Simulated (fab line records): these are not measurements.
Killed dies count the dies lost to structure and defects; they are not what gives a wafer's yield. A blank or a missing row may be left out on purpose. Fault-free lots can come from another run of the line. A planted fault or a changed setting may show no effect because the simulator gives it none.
Matching of chambers + flow sky130 + cmp-02 running SKY_VIA3_CMP_24: 4 sister chambers
The step polishes, stops on SiO2, t overpolish 20 s, target thk 0 nm. 7 wafers are shown with their chamber, then 9 later ones without.

== WAFERS PAIRED WITH THEIR CHAMBERS ==
| wafer  | chamber | motorCurrentA (A) | timeToEndpointS (s) |
|--------|---------|-------------------|---------------------|
| L083.4 | 3       | 9.4               | 102                 |
| L085.3 | 3       | 9.6               | 99                  |
| L085.4 | 0       | 10.1              | 90                  |
| L085.6 | 2       | 10.9              | 93                  |
| L089.1 | 2       | 11.5              | 90                  |
| L089.4 | 1       | 11.0              | 93                  |
| L089.5 | 0       | 10.0              | 91                  |

== WAFERS WITHOUT THEIR CHAMBER ==
| wafer  | motorCurrentA (A) | timeToEndpointS (s) |
|--------|-------------------|---------------------|
| L090.3 | 10.2              | 95                  |
| L090.5 | 9.2               | 95                  |
| L090.6 | 10.6              | 92                  |
| L093.1 | 11.1              | 97                  |
| L093.4 | 11.9              | 96                  |
| L093.5 | 11.5              | 100                 |
| L096.1 | 10.5              | 94                  |
| L096.2 | 9.8               | 93                  |
| L096.3 | 11.5              | 92                  |

== CHAMBER TAKEN BY EACH ==
| wafer  | from the rows above               | in truth                   |
|--------|-----------------------------------|----------------------------|
| L090.3 | can't be placed: 0 or 1 or 3 or 2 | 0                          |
| L090.5 | can't be placed: 3 or 0           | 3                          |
| L090.6 | can't be placed: 1 or 0 or 2      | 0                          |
| L093.1 | can't be placed: 1 or 2           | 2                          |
| L093.4 | can't be placed: 2 or 1           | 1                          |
| L093.5 | can't be placed: 1 or 2           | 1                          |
| L096.1 | can't be placed: 1 or 0 or 2      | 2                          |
| L096.2 | 0                                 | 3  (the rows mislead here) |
| L096.3 | can't be placed: 2 or 1           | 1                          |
Placed correctly: 0 of 9. Cannot be placed on the basis of these rows: 8; the candidates contain the true chamber in 8. Placed wrongly: 1.
How it was worked out, from the rows above alone: a wafer's distance from a chamber is the root of the sum, over the readings, of the square of ((its reading less the chamber's mean) divided by the reading's scatter). If the next closest chamber is less than 2 further off than the closest, the wafer can't be placed; otherwise it belongs to the closest. Each chamber's mean is taken over the wafers shown for it. The scatter: the root of (the sum of the squares of (reading less its chamber's mean) over the shown wafers, divided by (wafers less chambers)).
